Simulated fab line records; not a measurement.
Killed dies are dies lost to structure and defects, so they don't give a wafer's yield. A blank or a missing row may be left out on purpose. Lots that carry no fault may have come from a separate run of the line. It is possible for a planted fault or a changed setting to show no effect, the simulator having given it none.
A lot that was struck, set against a sound lot | flow sfq_line | 42 steps out of a route of 325
Sound: wafers L618.2, L618.3, L618.5. Struck: wafers L607.1, L607.3, L607.5. At the end, the cause is stated.
Each step with rows lists, per side, the tool, then ch with its chambers, then its first start. Under that, the readings that differ: sound wafers | struck wafers | difference of the means | sigmas: that difference in standard deviations of wafers without a fault.
alike: readings whose means differ by less than 2 such deviations, and words and numbers that are the same on both sides. not compared: withheld readings, readings that some wafer has no value for, bounds like >300 that may hide the same value, and numbers for which the record gives no deviation and whose values overlap.
A row with sigmas, a row that says differs or no value, or rows on one side alone: a step with any of these is where the two part. Non-overlapping numbers with no deviation appear without sigmas and do not part them. Lack of a reading on every wafer of one side parts them only where that side has two or more wafers.

first, 6 steps without rows for these wafers: SFQ_TRILAYER_L0_VIA_LITHO_COAT_018 (resist thk 62 nm); SFQ_TRILAYER_L0_VIA_LITHO_COAT_013 (resist thk 650 nm); SFQ_TRILAYER_L0_VIA_LITHO_SOFTBAKE_017; SFQ_TRILAYER_L0_VIA_LITHO_EXPOSE_014 (exposes mask L0V, target cd 700 nm); SFQ_TRILAYER_L0_VIA_LITHO_PEB_016 (peb time 60 s); SFQ_TRILAYER_L0_VIA_LITHO_DEVELOP_015 (time 60 s).
SFQ_L0V_OVL_MEAS_903:
  sound: overlay-01 at day 14 08:18; struck: overlay-01 at day 10 13:03
  alike: L0V_OVL
then, 1 step without rows for these wafers: SFQ_TRILAYER_L0_VIA_BARC_OPEN_VIA_ETCH_021 (etches BARC in O2, target depth 125 nm, time 41.7 s).
SFQ_TRILAYER_L0_VIA_ETCH_VIA_ETCH_016: etches SiO2 in CHF3, stops on MoNx KI, target depth 80 nm.
  sound on rie_diel-03 ch 1,2,3, day 14 08:22; struck on rie_diel-03 ch 0,3, day 10 13:07
  alike: drypump_motor_current_A, oes_product_au
SFQ_TRILAYER_L0_VIA_STRIP_STRIP_017: strips in O2.
  sound on rie_metal-01 ch 0,1, day 14 08:25; struck on rie_metal-01 ch 0, day 10 13:10
  alike: drypump_motor_current_A, he_backside_leak_sccm, oes_product_au
  not compared: rf_hours_counter_h
then, 2 steps without rows for these wafers: SFQ_TRILAYER_L0_VIA_STRIP_SOLV_CLEAN_018 (cleans in NMP, time 600 s); SFQ_TRILAYER_M0_DEP_PRE_CLEAN_020 (time 15 s).
SFQ_TRILAYER_M0_DEP_SPUTTER_019: material Nb, target thk 200 nm, time 133.3 s.
  sound: pvd_sputter-06 at day 14 09:14; struck: pvd_sputter-06 at day 10 13:58
  reading                                             | sound                | struck               | difference | sigmas
  cathode_dc_power_W (W)                              | 2000.4 2000.3 1999.8 | 2219.8 2219.6 2219.8 | +219.6     | +99 or more
  model.Nb_of_TRILAYER_M0_DEP_SPUTTER_019.thk_nm (nm) | 201.2 200.9 200.5    | 220.6 223.8 224.1    | +22.0      |
  alike: throttle_valve_pct
SFQ_M0_RS_MEAS_904: a four-point-probe measurement.
  sound: film_metro-04 at day 14 09:20; struck: film_metro-02 at day 10 14:04
  reading           | sound             | struck            | difference | sigmas
  M0_NB_RS (ohm/sq) | 0.885 0.886 0.889 | 0.803 0.792 0.792 | -0.091     | -10
then, 6 steps without rows for these wafers: SFQ_TRILAYER_M0_LITHO_COAT_026 (resist thk 62 nm); SFQ_TRILAYER_M0_LITHO_COAT_021 (resist thk 600 nm); SFQ_TRILAYER_M0_LITHO_SOFTBAKE_025; SFQ_TRILAYER_M0_LITHO_EXPOSE_022 (exposes mask M0, target cd 500 nm); SFQ_TRILAYER_M0_LITHO_PEB_024 (peb time 60 s); SFQ_TRILAYER_M0_LITHO_DEVELOP_023 (time 60 s).
SFQ_M0_OVL_MEAS_906:
  sound: overlay-01 at day 18 23:17; struck: overlay-02 at day 10 20:43
  alike: M0_OVL
SFQ_TRILAYER_M0_BARC_OPEN_METAL_ETCH_031: etches BARC in O2, target depth 125 nm, time 41.7 s.
  sound on rie_metal-04 ch 0,1, day 18 23:19; struck on rie_metal-04 ch 0,1, day 10 20:46
  alike: drypump_motor_current_A, he_backside_leak_sccm, oes_product_au
  not compared: rf_hours_counter_h
SFQ_TRILAYER_M0_ETCH_METAL_ETCH_024: etches Nb in Cl2/Ar, stops on SiO2, target depth 240 nm, time 120 s.
  sound on rie_metal-04 ch 0,1, day 18 23:23; struck on rie_metal-04 ch 0,1, day 10 20:49
  reading               | sound             | struck            | difference | sigmas
  oes_product_au (a.u.) | 0.896 0.887 0.899 | 0.936 0.958 0.959 | +0.057     | +8
  alike: drypump_motor_current_A, he_backside_leak_sccm
  not compared: rf_hours_counter_h
SFQ_TRILAYER_M0_STRIP_STRIP_025: strips in O2.
  sound on rie_metal-04 ch 0,1, day 18 23:31; struck on rie_metal-04 ch 0,1, day 10 20:56
  alike: drypump_motor_current_A, he_backside_leak_sccm, oes_product_au
  not compared: rf_hours_counter_h
then, 3 steps without rows for these wafers: SFQ_TRILAYER_M0_STRIP_SOLV_CLEAN_026 (cleans in NMP, time 600 s); SFQ_TRILAYER_I0_DEP_PECVD_027 (deposits SiO2 from SiH4/N2O, time 111.11 s, target thk 500 nm); SFQ_TRILAYER_I0_CMP_CMP_028 (polishes SiO2).
SFQ_I0_BOW_MEAS_907:
  sound: film_metro-03 at day 19 06:05; struck: film_metro-01 at day 11 04:23
  alike: I0_BOW
SFQ_TRILAYER_I0_METRO_MEASURE_029:
  sound: film_metro-03 at day 19 06:23; struck: film_metro-01 at day 11 04:30
  alike: thk_nm
then, 6 steps without rows for these wafers: SFQ_TRILAYER_I0_VIA_LITHO_COAT_036 (resist thk 62 nm); SFQ_TRILAYER_I0_VIA_LITHO_COAT_031 (resist thk 650 nm); SFQ_TRILAYER_I0_VIA_LITHO_SOFTBAKE_035; SFQ_TRILAYER_I0_VIA_LITHO_EXPOSE_032 (exposes mask I0, target cd 500 nm); SFQ_TRILAYER_I0_VIA_LITHO_PEB_034 (peb time 60 s); SFQ_TRILAYER_I0_VIA_LITHO_DEVELOP_033 (time 60 s).
-- the record jumps here: 5 days lie between the struck wafers' starts before and after --
SFQ_I0_OVL_MEAS_908:
  sound: overlay-02 at day 19 10:04; struck: overlay-01 at day 16 02:17
  alike: I0_OVL
then, 5 steps without rows for these wafers: SFQ_TRILAYER_I0_VIA_BARC_OPEN_VIA_ETCH_046 (etches BARC in O2, target depth 125 nm, time 41.7 s); SFQ_TRILAYER_I0_VIA_ETCH_VIA_ETCH_034 (etches SiO2 in CHF3, stops on Nb, target depth 260 nm); SFQ_TRILAYER_I0_VIA_STRIP_STRIP_035 (strips in O2); SFQ_TRILAYER_I0_VIA_STRIP_SOLV_CLEAN_036 (cleans in NMP, time 600 s); SFQ_TRILAYER_M1_DEP_PRE_CLEAN_038 (time 22.5 s).
-- the record jumps here: 62 days lie between the struck wafers' starts before and after --
SFQ_M8_BOW_MEAS_951:
  sound: film_metro-03 at day 90 13:22; struck: film_metro-03 at day 77 22:43
  reading                 | sound                | struck               | difference | sigmas
  model.etest.m0.ohm_um   | 1.77 1.779 1.782     | 1.616 1.59 1.593     | -0.177     |
  model.etest.m0.ohm_sq   | 0.8845 0.8859 0.8876 | 0.8069 0.7953 0.7942 | -0.0872    |
  model.etest.i0.link_ohm | 1.947 1.954 1.944    | 1.899 1.878 1.879    | -0.063     |
  alike: M8_BOW

## WHERE THEY PART
First at SFQ_TRILAYER_M0_DEP_SPUTTER_019; last, within this record, at SFQ_TRILAYER_M0_ETCH_METAL_ETCH_024. Later steps at which nothing parts them and some readings are alike: SFQ_TRILAYER_M0_STRIP_STRIP_025, SFQ_I0_BOW_MEAS_907, SFQ_TRILAYER_I0_METRO_MEASURE_029, SFQ_I0_OVL_MEAS_908, SFQ_M8_BOW_MEAS_951.

WHY: the cause the simulator had injected
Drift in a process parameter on pvd_sputter-06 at SFQ_TRILAYER_M0_DEP_SPUTTER_019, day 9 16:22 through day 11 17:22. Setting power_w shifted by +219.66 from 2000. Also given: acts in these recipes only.
